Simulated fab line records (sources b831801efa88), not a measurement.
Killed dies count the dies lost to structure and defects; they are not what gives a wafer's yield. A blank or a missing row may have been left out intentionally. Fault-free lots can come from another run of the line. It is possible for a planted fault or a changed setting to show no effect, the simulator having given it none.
fab line records | flow sfqLine
[record] lots = 5 | wafers = 14 | lastDay = 76
route steps=325 shown R5@216 I5@228 C5@240 M6@251
lots untouched by any fault: they come from a run of this same line in which no faults occurred
startH: start of the lot's first displayed wafer, in hours after the record's first day | waitH: hours since the lot's step before | " identical to the entry in the row above | L1.1+2: one row covering several wafers at once | - value missing, or start not given | * or withheld: withheld | < > ~ a bound
route shown NAME@n: NAME is a module with steps in the file, n the number in the route of the first one | usual: mean/standard deviation taken from wafers without a fault | same: alike in all rows | chamber/n: place in a boat | sites: readings site by site | _std_site: their standard deviation | _edge_site: outer sites' mean less inner sites' | radiusMm: for every site, how far away it sits from the centre of the wafer | mask NAME#n: copy n | behind: the tool/chamber that last shaped the wafer | hold: why the lot was held/for how many hours/how that ended | device: the transistor (n, p or np) that didn't switch | end of line: tests of these same wafers at the route's end | a step without rows: its recipe alone | killed: not the wafer's yield, but the dies lost to structure and defects at the first sort | map: the dies of a wafer, with x for killed, . for not killed, _ for no die there
set.NAME: the run value of the setting; set.NAME@STEP: its run value at that earlier step | model.NAME: the simulator's own value behind a step, which no gauge read
lots seen at some steps along the route; tables by step, rows by wafer
services: a tool's chamber out of use, with start hour (startH, from the record's first day; less than 0 if before it), hours out, and reason
[[steps]]
[step SFQ_R5_THK_MEAS_934]
[recipe] thkMeasGauge = xrf | reads = MoNx_of_TRILAYER_R5_DEP_SPUTTER_133
[usual] R5_MONX_THK = 40.7/0.54
lot.wafer | tool         | chamber | startH  | waitH | R5_MONX_THK[nm]
L504.1    | filmMetro-03 | -       | 1125.01 | 0.1   | 41.1
L504.4    | "            | -       | "       | "     | 40.9
L504.6    | "            | -       | "       | "     | 40.1
L511.3    | filmMetro-04 | -       | 1167.03 | 0.1   | 40.3
L511.4    | "            | -       | "       | "     | 40.8
L511.5    | "            | -       | "       | "     | 40.2
L512.1    | filmMetro-01 | -       | 1171.41 | 0.1   | 40.3
L512.2    | "            | -       | "       | "     | 40.4
L512.6    | "            | -       | "       | "     | 40.6
L515.3    | filmMetro-03 | -       | 1194.03 | 0.1   | 41.1
L515.4    | "            | -       | "       | "     | 40.4
L523.3    | filmMetro-01 | -       | 1244.08 | 0.1   | 40.9
L523.4    | "            | -       | "       | "     | 40.0
L523.6    | "            | -       | "       | "     | 40.2
[step SFQ_TRILAYER_R5_LITHO_COAT_141]
[recipe] resist = BARC | spinRpm = 3000 | resistThkNm = 62
[step SFQ_TRILAYER_R5_LITHO_COAT_136]
[recipe] resist = KrF | spinRpm = 3000 | resistThkNm = 600
[step SFQ_TRILAYER_R5_LITHO_SOFTBAKE_140]
[recipe] tempC = withheld | timeS = withheld | resist = KrF
[step SFQ_TRILAYER_R5_LITHO_EXPOSE_137]
[recipe] maskId = R5 | na = 0.6 | sourceShape = conventional | sigmaOuter = 0.65 | targetCdNm = 500 | doseMj = 14.4
[step SFQ_TRILAYER_R5_LITHO_PEB_139]
[recipe] pebTempC = 115 | pebTimeS = 60 | resist = KrF
[step SFQ_TRILAYER_R5_LITHO_DEVELOP_138]
[recipe] timeS = 60 | resist = KrF
[step SFQ_R5_OVL_MEAS_935]
[usual] R5_OVL = 3/5.3
lot.wafer | tool       | chamber | startH  | waitH | R5_OVL[nm]
L504.1    | overlay-02 | -       | 1224.40 | 0.1   | 0
L504.4    | "          | -       | "       | "     | -8
L504.6    | "          | -       | "       | "     | -5
L511.3    | overlay-02 | -       | 1270.76 | 0.1   | -5
L511.4    | "          | -       | "       | "     | -4
L511.5    | "          | -       | "       | "     | -2
L512.1    | overlay-02 | -       | 1275.55 | 0.1   | 6
L512.2    | "          | -       | "       | "     | 5
L512.6    | "          | -       | "       | "     | 1
L515.3    | overlay-01 | -       | 1296.96 | 0.1   | 3
L515.4    | "          | -       | "       | "     | 5
L523.3    | overlay-01 | -       | 1359.87 | 0.1   | -3
L523.4    | "          | -       | "       | "     | 3
L523.6    | "          | -       | "       | "     | -3
[step SFQ_TRILAYER_R5_BARC_OPEN_METAL_ETCH_177]
[recipe] maskMaterial = PR | chemistry = O2 | targetDepthNm = 125 | target = BARC | icpW = 600 | biasW = 80 | pressureMtorr = 10 | timeS = 41.7
[usual] drypumpMotorCurrentA = 5.8/0.38 | oesProductAu = 0.685/0.0048
lot.wafer | tool        | chamber | startH  | waitH | drypumpMotorCurrentA | oesProductAu | rfHoursCounterH
L504.1    | rieMetal-01 | 0       | 1224.43 | 0.0   | 5.0                  | 0.683        | 43
L504.4    | "           | 0       | "       | "     | 5.0                  | 0.679        | -
L504.6    | "           | 0       | "       | "     | 5.0                  | 0.698        | -
L511.3    | rieMetal-04 | 0       | 1270.80 | 0.0   | 6.0                  | 0.687        | -
L511.4    | "           | 1       | "       | "     | 5.8                  | 0.690        | -
L511.5    | "           | 0       | "       | "     | 6.0                  | 0.687        | -
L512.1    | rieMetal-04 | 0       | 1275.58 | 0.0   | 6.0                  | 0.691        | 137
L512.2    | "           | 1       | "       | "     | 5.8                  | 0.677        | 120
L512.6    | "           | 1       | "       | "     | 5.8                  | 0.686        | -
L515.3    | rieMetal-01 | 1       | 1297.02 | 0.1   | 5.8                  | 0.679        | -
L515.4    | "           | 1       | "       | "     | 5.8                  | 0.686        | -
L523.3    | rieMetal-01 | 0       | 1359.91 | 0.0   | 5.0                  | 0.682        | -
L523.4    | "           | 1       | "       | "     | 5.8                  | 0.685        | -
L523.6    | "           | 0       | "       | "     | 5.0                  | 0.680        | -
[step SFQ_TRILAYER_R5_ETCH_METAL_ETCH_139]
[recipe] stopOn = SiO2 | maskMaterial = PR | chemistry = Cl2 | targetDepthNm = 60 | icpW = 600 | biasW = 80 | pressureMtorr = 10 | timeS = 40
[step SFQ_TRILAYER_R5_STRIP_STRIP_140]
[recipe] gas = O2 | powerW = 200 | platenTempC = 40 | overashFraction = 0.65 | chemistry = O2 | pressureMtorr = 50
[usual] drypumpMotorCurrentA = 5.8/0.38 | oesProductAu = 1.002/0.013
lot.wafer | tool        | chamber | startH  | waitH | drypumpMotorCurrentA | oesProductAu | rfHoursCounterH
L504.1    | rieMetal-01 | 0       | 1224.55 | 0.0   | 5.0                  | 0.993        | 43
L504.4    | "           | 0       | "       | "     | 5.0                  | 0.985        | -
L504.6    | "           | 0       | "       | "     | 5.0                  | 1.002        | -
L511.3    | rieMetal-04 | 0       | 1271.10 | 0.2   | 6.0                  | 1.005        | -
L511.4    | "           | 1       | "       | "     | 5.8                  | 1.018        | -
L511.5    | "           | 0       | "       | "     | 6.0                  | 0.999        | -
L512.1    | rieMetal-04 | 0       | 1275.70 | 0.0   | 6.0                  | 0.996        | 137
L512.2    | "           | 1       | "       | "     | 5.8                  | 1.003        | 120
L512.6    | "           | 1       | "       | "     | 5.8                  | 1.009        | -
L515.3    | rieMetal-01 | 1       | 1297.62 | 0.5   | 5.8                  | 0.989        | -
L515.4    | "           | 1       | "       | "     | 5.9                  | 0.997        | -
L523.3    | rieMetal-01 | 0       | 1360.21 | 0.2   | 5.0                  | 0.996        | -
L523.4    | "           | 1       | "       | "     | 5.8                  | 0.982        | -
L523.6    | "           | 0       | "       | "     | 5.0                  | 0.988        | -
[step SFQ_TRILAYER_R5_STRIP_SOLV_CLEAN_141]
[recipe] chemistry = NMP | tempC = 70 | timeS = 600
[step SFQ_TRILAYER_A5C_DEP_PECVD_142]
[recipe] material = SiO2 | tempC = 150 | timeS = 15.556 | pressureTorr = 2.4 | rfW = 183.3 | precursor = SiH4/N2O | targetThkNm = 70
[usual] heaterPowerW = 76/16 | throttleValvePct = 25.1/1
lot.wafer | tool     | chamber | startH  | waitH | heaterPowerW | throttleValvePct | model.SiO2_of_TRILAYER_A5C_DEP_PECVD_142.thkNm
L504.1    | pecvd-04 | 1       | 1225.32 | 0.0   | 75           | 26.0             | 67.96
L504.4    | "        | 1       | "       | "     | 75           | 26.0             | 68.52
L504.6    | "        | 2       | "       | "     | 81           | 25.5             | 69.05
L511.3    | pecvd-02 | 2       | 1271.67 | 0.0   | 105          | 25.1             | 69.83
L511.4    | "        | 2       | "       | "     | 103          | 24.9             | 71.2
L511.5    | "        | 0       | "       | "     | 73           | 26.1             | 71.32
L512.1    | pecvd-02 | 0       | 1276.47 | 0.0   | 67           | 25.9             | 71.99
L512.2    | "        | 1       | "       | "     | 56           | 25.6             | 69.74
L512.6    | "        | 2       | "       | "     | 100          | 24.7             | 70.79
L515.3    | pecvd-02 | 1       | 1298.59 | 0.0   | 51           | 25.3             | 64.89
L515.4    | "        | 0       | "       | "     | 71           | 26.0             | 70.81
L523.3    | pecvd-04 | 0       | 1360.79 | 0.0   | 68           | 25.0             | 69.88
L523.4    | "        | 0       | "       | "     | 67           | 24.7             | 70.98
L523.6    | "        | 2       | "       | "     | 83           | 25.6             | 69.55
[step SFQ_TRILAYER_I5_LITHO_COAT_149]
[recipe] resist = BARC | spinRpm = 3000 | resistThkNm = 62
[step SFQ_TRILAYER_I5_LITHO_COAT_144]
[recipe] resist = KrF | spinRpm = 3000 | resistThkNm = 650
[step SFQ_TRILAYER_I5_LITHO_SOFTBAKE_148]
[recipe] tempC = withheld | timeS = withheld | resist = KrF
[step SFQ_TRILAYER_I5_LITHO_EXPOSE_145]
[recipe] maskId = I5 | na = 0.6 | sourceShape = conventional | sigmaOuter = 0.65 | targetCdNm = 700 | doseMj = 21.3
[step SFQ_TRILAYER_I5_LITHO_PEB_147]
[recipe] pebTempC = 115 | pebTimeS = 60 | resist = KrF
[step SFQ_TRILAYER_I5_LITHO_DEVELOP_146]
[recipe] timeS = 60 | resist = KrF
[step SFQ_I5_OVL_MEAS_936]
[usual] I5_OVL = -4/5.6
lot.wafer | tool       | chamber | startH  | waitH | I5_OVL[nm]
L504.1    | overlay-02 | -       | 1239.93 | 0.1   | -3
L504.4    | "          | -       | "       | "     | -1
L504.6    | "          | -       | "       | "     | 0
L511.3    | overlay-02 | -       | 1296.52 | 0.1   | -9
L511.4    | "          | -       | "       | "     | -14
L511.5    | "          | -       | "       | "     | -11
L512.1    | overlay-02 | -       | 1302.51 | 0.1   | -8
L512.2    | "          | -       | "       | "     | -10
L512.6    | "          | -       | "       | "     | 3
L515.3    | overlay-02 | -       | 1323.92 | 0.1   | -2
L515.4    | "          | -       | "       | "     | -3
L523.3    | overlay-02 | -       | 1394.37 | 0.1   | -9
L523.4    | "          | -       | "       | "     | -7
L523.6    | "          | -       | "       | "     | -12
[step SFQ_TRILAYER_I5_BARC_OPEN_VIA_ETCH_200]
[recipe] maskMaterial = PR | chemistry = O2 | targetDepthNm = 125 | target = BARC | sourceW = 500 | biasW = 80 | pressureMtorr = 30 | timeS = 41.7
[usual] drypumpMotorCurrentA = 5.8/0.4 | oesProductAu = 0.685/0.005
lot.wafer | tool       | chamber | startH  | waitH | drypumpMotorCurrentA | oesProductAu | rfHoursCounterH
L504.1    | rieDiel-02 | 2       | 1239.97 | 0.0   | 6.1                  | 0.678        | 18
L504.4    | "          | 3       | "       | "     | 5.8                  | 0.680        | 18
L504.6    | "          | 2       | "       | "     | 6.1                  | 0.692        | -
L511.3    | rieDiel-02 | 3       | 1296.54 | 0.0   | 5.8                  | 0.685        | 19
L511.4    | "          | 0       | "       | "     | 6.0                  | 0.685        | 9
L511.5    | "          | 0       | "       | "     | 6.0                  | 0.686        | -
L512.1    | rieDiel-03 | 3       | 1302.54 | 0.0   | 5.2                  | 0.690        | 15
L512.2    | "          | 1       | "       | "     | 6.1                  | 0.688        | 10
L512.6    | "          | 2       | "       | "     | 5.9                  | 0.694        | -
L515.3    | rieDiel-01 | 2       | 1323.94 | 0.0   | 6.1                  | 0.685        | 16
L515.4    | "          | 1       | "       | "     | 5.8                  | 0.684        | 11
L523.3    | rieDiel-02 | 1       | 1394.39 | 0.0   | 6.1                  | 0.683        | 23
L523.4    | "          | 0       | "       | "     | 6.0                  | 0.692        | 11
L523.6    | "          | 2       | "       | "     | 6.2                  | 0.699        | -
[step SFQ_TRILAYER_I5_ETCH_VIA_ETCH_147]
[recipe] stopOn = Nb | maskMaterial = PR | chemistry = CHF3 | targetDepthNm = 360 | sourceW = 500 | biasW = 80 | pressureMtorr = 30 | timeS = withheld
[usual] drypumpMotorCurrentA = 5.8/0.39 | oesProductAu = 0.988/0.0066
lot.wafer | tool       | chamber | startH  | waitH | drypumpMotorCurrentA | oesProductAu
L504.1    | rieDiel-02 | 2       | 1240.01 | 0.0   | 6.2                  | 0.997
L504.4    | "          | 3       | "       | "     | 5.8                  | 0.985
L504.6    | "          | 2       | "       | "     | 6.1                  | 0.983
L511.3    | rieDiel-02 | 3       | 1296.58 | 0.0   | 5.8                  | 0.988
L511.4    | "          | 0       | "       | "     | 6.0                  | 0.994
L511.5    | "          | 0       | "       | "     | 6.0                  | 0.996
L512.1    | rieDiel-03 | 3       | 1302.58 | 0.0   | 5.2                  | 0.975
L512.2    | "          | 1       | "       | "     | 6.1                  | 0.985
L512.6    | "          | 2       | "       | "     | 5.9                  | 0.990
L515.3    | rieDiel-01 | 2       | 1323.98 | 0.0   | 6.1                  | 0.992
L515.4    | "          | 1       | "       | "     | 5.8                  | 0.992
L523.3    | rieDiel-02 | 1       | 1394.43 | 0.0   | 6.1                  | 0.988
L523.4    | "          | 0       | "       | "     | 6.0                  | 1.002
L523.6    | "          | 2       | "       | "     | 6.1                  | 0.984
[step SFQ_TRILAYER_I5_STRIP_STRIP_148]
[recipe] gas = O2 | powerW = 200 | platenTempC = 40 | overashFraction = 0.65 | chemistry = O2 | pressureMtorr = 50
[step SFQ_TRILAYER_I5_STRIP_SOLV_CLEAN_149]
[recipe] chemistry = NMP | tempC = 70 | timeS = 600
[step SFQ_TRILAYER_C5_LITHO_COAT_156]
[recipe] resist = BARC | spinRpm = 3000 | resistThkNm = 62
[step SFQ_TRILAYER_C5_LITHO_COAT_151]
[recipe] resist = KrF | spinRpm = 3000 | resistThkNm = 650
[step SFQ_TRILAYER_C5_LITHO_SOFTBAKE_155]
[recipe] tempC = withheld | timeS = withheld | resist = KrF
[step SFQ_TRILAYER_C5_LITHO_EXPOSE_152]
[recipe] maskId = C5 | na = 0.6 | sourceShape = conventional | sigmaOuter = 0.65 | targetCdNm = 500 | doseMj = 21.3
[step SFQ_TRILAYER_C5_LITHO_PEB_154]
[recipe] pebTempC = 115 | pebTimeS = 60 | resist = KrF
[step SFQ_TRILAYER_C5_LITHO_DEVELOP_153]
[recipe] timeS = 60 | resist = KrF
[step SFQ_C5_OVL_MEAS_937]
[usual] C5_OVL = 4/6.6
lot.wafer | tool       | chamber | startH  | waitH | C5_OVL[nm]
L504.1    | overlay-02 | -       | 1351.05 | 0.1   | 4
L504.4    | "          | -       | "       | "     | -1
L504.6    | "          | -       | "       | "     | 0
L511.3    | overlay-01 | -       | 1409.49 | 0.1   | 10
L511.4    | "          | -       | "       | "     | 9
L511.5    | "          | -       | "       | "     | 9
L512.1    | overlay-01 | -       | 1415.48 | 0.1   | 6
L512.2    | "          | -       | "       | "     | 4
L512.6    | "          | -       | "       | "     | -2
L515.3    | overlay-02 | -       | 1436.64 | 0.1   | 3
L515.4    | "          | -       | "       | "     | 16
L523.3    | overlay-02 | -       | 1498.34 | 0.1   | -7
L523.4    | "          | -       | "       | "     | -16
L523.6    | "          | -       | "       | "     | -13
[step SFQ_TRILAYER_C5_BARC_OPEN_VIA_ETCH_210]
[recipe] maskMaterial = PR | chemistry = O2 | targetDepthNm = 125 | target = BARC | sourceW = 500 | biasW = 80 | pressureMtorr = 30 | timeS = 41.7
[step SFQ_TRILAYER_C5_ETCH_VIA_ETCH_154]
[recipe] target = SiO2 | maskMaterial = PR | chemistry = CHF3 | targetDepthNm = 84 | sourceW = 500 | biasW = 80 | pressureMtorr = 30 | timeS = withheld | stopOn = Nb
[usual] drypumpMotorCurrentA = 5.8/0.36 | oesProductAu = 0.892/0.0095
lot.wafer | tool       | chamber | startH  | waitH | drypumpMotorCurrentA | oesProductAu | model.C5.featureDepthNm | model.etch.depthNm
L504.1    | rieDiel-01 | 1       | 1351.14 | 0.0   | 5.9                  | 0.886        | 67.96                   | 67.96
L504.4    | "          | 1       | "       | "     | 5.9                  | 0.886        | 68.52                   | 68.52
L504.6    | "          | 1       | "       | "     | 5.9                  | 0.890        | 69.05                   | 69.05
L511.3    | rieDiel-04 | 1       | 1409.55 | 0.0   | 5.8                  | 0.896        | 69.83                   | 69.83
L511.4    | "          | 2       | "       | "     | 5.9                  | 0.905        | 71.2                    | 71.2
L511.5    | "          | 3       | "       | "     | 5.8                  | 0.899        | 71.32                   | 71.32
L512.1    | rieDiel-04 | 3       | 1415.55 | 0.0   | 5.8                  | 0.909        | 71.99                   | 71.99
L512.2    | "          | 2       | "       | "     | 5.9                  | 0.889        | 69.74                   | 69.74
L512.6    | "          | 2       | "       | "     | 5.9                  | 0.899        | 70.79                   | 70.79
L515.3    | rieDiel-03 | 3       | 1436.70 | 0.0   | 5.2                  | 0.854        | 64.89                   | 64.89
L515.4    | "          | 1       | "       | "     | 6.1                  | 0.899        | 70.81                   | 70.81
L523.3    | rieDiel-04 | 1       | 1498.40 | 0.0   | 5.9                  | 0.891        | 69.88                   | 69.88
L523.4    | "          | 0       | "       | "     | 5.7                  | 0.894        | 70.98                   | 70.98
L523.6    | "          | 1       | "       | "     | 5.8                  | 0.885        | 69.55                   | 69.55
[step SFQ_TRILAYER_C5_STRIP_STRIP_155]
[recipe] gas = O2 | powerW = 200 | platenTempC = 40 | overashFraction = 0.65 | chemistry = O2 | pressureMtorr = 50
[usual] drypumpMotorCurrentA = 5.6/0.43 | oesProductAu = 1.009/0.011
lot.wafer | tool        | chamber | startH  | waitH | drypumpMotorCurrentA | oesProductAu | rfHoursCounterH
L504.1    | rieMetal-03 | 0       | 1351.21 | -     | 5.1                  | 1.018        | 150
L504.4    | "           | 0       | "       | "     | 5.1                  | 1.020        | -
L504.6    | "           | 1       | "       | "     | 5.3                  | 1.010        | -
L511.3    | rieMetal-02 | 1       | 1409.80 | -     | 5.6                  | 1.002        | -
L511.4    | "           | 0       | "       | "     | 6.3                  | 1.018        | -
L511.5    | "           | 1       | "       | "     | 5.6                  | 0.991        | -
L512.1    | rieMetal-02 | 1       | 1415.60 | -     | 5.6                  | 0.996        | 56
L512.2    | "           | 1       | "       | "     | 5.6                  | 1.004        | -
L512.6    | "           | 1       | "       | "     | 5.6                  | 0.995        | -
L515.3    | rieMetal-04 | 0       | 1436.95 | -     | 6.0                  | 0.993        | -
L515.4    | "           | 1       | "       | "     | 5.9                  | 1.020        | -
L523.3    | rieMetal-03 | 0       | 1498.85 | -     | 5.1                  | 1.006        | -
L523.4    | "           | 0       | "       | "     | 5.1                  | 1.008        | -
L523.6    | "           | 0       | "       | "     | 5.1                  | 1.017        | -
[step SFQ_TRILAYER_C5_STRIP_SOLV_CLEAN_156]
[recipe] chemistry = NMP | tempC = 70 | timeS = 600
[step SFQ_TRILAYER_M6_DEP_PRE_CLEAN_158]
[recipe] gas = Ar | timeS = 22.5 | biasV = 250
lot.wafer | tool          | chamber | startH  | waitH | model.SiO2_of_TRILAYER_A5C_DEP_PECVD_142.thkNm
L504.1    | pvdSputter-05 | -       | 1351.99 | 0.0   | 60.46
L504.4    | "             | -       | "       | "     | 61.02
L504.6    | "             | -       | "       | "     | 61.55
L511.3    | pvdSputter-03 | -       | 1410.38 | 0.0   | 62.33
L511.4    | "             | -       | "       | "     | 63.7
L511.5    | "             | -       | "       | "     | 63.82
L512.1    | pvdSputter-03 | -       | 1416.98 | 0.0   | 64.49
L512.2    | "             | -       | "       | "     | 62.24
L512.6    | "             | -       | "       | "     | 63.29
L515.3    | pvdSputter-03 | -       | 1437.54 | 0.0   | 57.39
L515.4    | "             | -       | "       | "     | 63.31
L523.3    | pvdSputter-05 | -       | 1499.83 | 0.0   | 62.38
L523.4    | "             | -       | "       | "     | 63.48
L523.6    | "             | -       | "       | "     | 62.05
[step SFQ_TRILAYER_M6_DEP_SPUTTER_157]
[recipe] material = Nb | basePressurePa = 1.33e-06 | chamberPressurePa = 0.1333 | substrateTempC = 20 | targetThkNm = 200 | powerW = 2000 | timeS = 133.3
[[services]]
tool          | chamber | startH  | hours | kind
pvdSputter-03 | -       | 1215.74 | 0.7   | repair
rieDiel-03    | -       | 1233.67 | 2.8   | pm
rieDiel-04    | 2       | 1234.39 | 6.6   | repair
rieDiel-02    | -       | 1234.80 | 0.8   | repair
pvdSputter-03 | -       | 1235.79 | 4.6   | repair
rieMetal-04   | -       | 1242.37 | 0.2   | repair
rieDiel-04    | 2       | 1266.65 | 9.8   | repair
pvdSputter-03 | -       | 1269.47 | 1.0   | repair
rieDiel-02    | 2       | 1269.71 | 7.2   | repair
rieDiel-04    | 3       | 1279.06 | 1.5   | repair
rieMetal-01   | 0       | 1293.95 | 27.8  | repair
rieDiel-04    | -       | 1319.43 | 0.5   | repair
pvdSputter-03 | -       | 1330.66 | 1.0   | repair
rieDiel-03    | 0       | 1337.98 | 3.3   | repair
rieDiel-04    | 1       | 1359.90 | 9.5   | repair
rieDiel-04    | -       | 1389.48 | 14.6  | pm
rieDiel-02    | 1       | 1404.64 | 4.9   | repair
rieMetal-01   | 1       | 1419.81 | 13.0  | repair
rieDiel-02    | 2       | 1463.52 | 8.9   | repair
rieMetal-04   | -       | 1476.18 | 2.8   | pm
rieDiel-04    | -       | 1477.95 | 2.8   | pm
rieDiel-04    | 0       | 1485.56 | 4.5   | repair
rieDiel-02    | 2       | 1487.77 | 4.2   | repair
rieMetal-01   | 0       | 1498.51 | 3.3   | repair
[[key]]
[firstSign] step = SFQ_TRILAYER_C5_ETCH_VIA_ETCH_154 | reading = oesProductAu | direction = down | sigmas = 4 | usual = 0.892 | struck = 0.854
effect none on later readings
[modelEffect] step = SFQ_TRILAYER_A5C_DEP_PECVD_142 | value = SiO2_of_TRILAYER_A5C_DEP_PECVD_142.thkNm | without = 68.01 | struck = 64.89
[modelEffect] step = SFQ_TRILAYER_C5_ETCH_VIA_ETCH_154 | value = C5.featureDepthNm | without = 68.01 | struck = 64.89
[modelEffect] step = SFQ_TRILAYER_M6_DEP_PRE_CLEAN_158 | value = SiO2_of_TRILAYER_A5C_DEP_PECVD_142.thkNm | without = 60.51 | struck = 57.39
metAt SFQ_TRILAYER_A5C_DEP_PECVD_142
struckWafers L515.3
onsetBetween 1276.47 1298.59
[fault] kind = processParameterDrift | tool = pecvd-02 | chamber = - | onsetH = 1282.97 | steps = SFQ_TRILAYER_A5C_DEP_PECVD_142 | channel = timeS | offset = * | shape = step | endH = 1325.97 | scope = struckWafersOnly | actsIn = * | stated = *
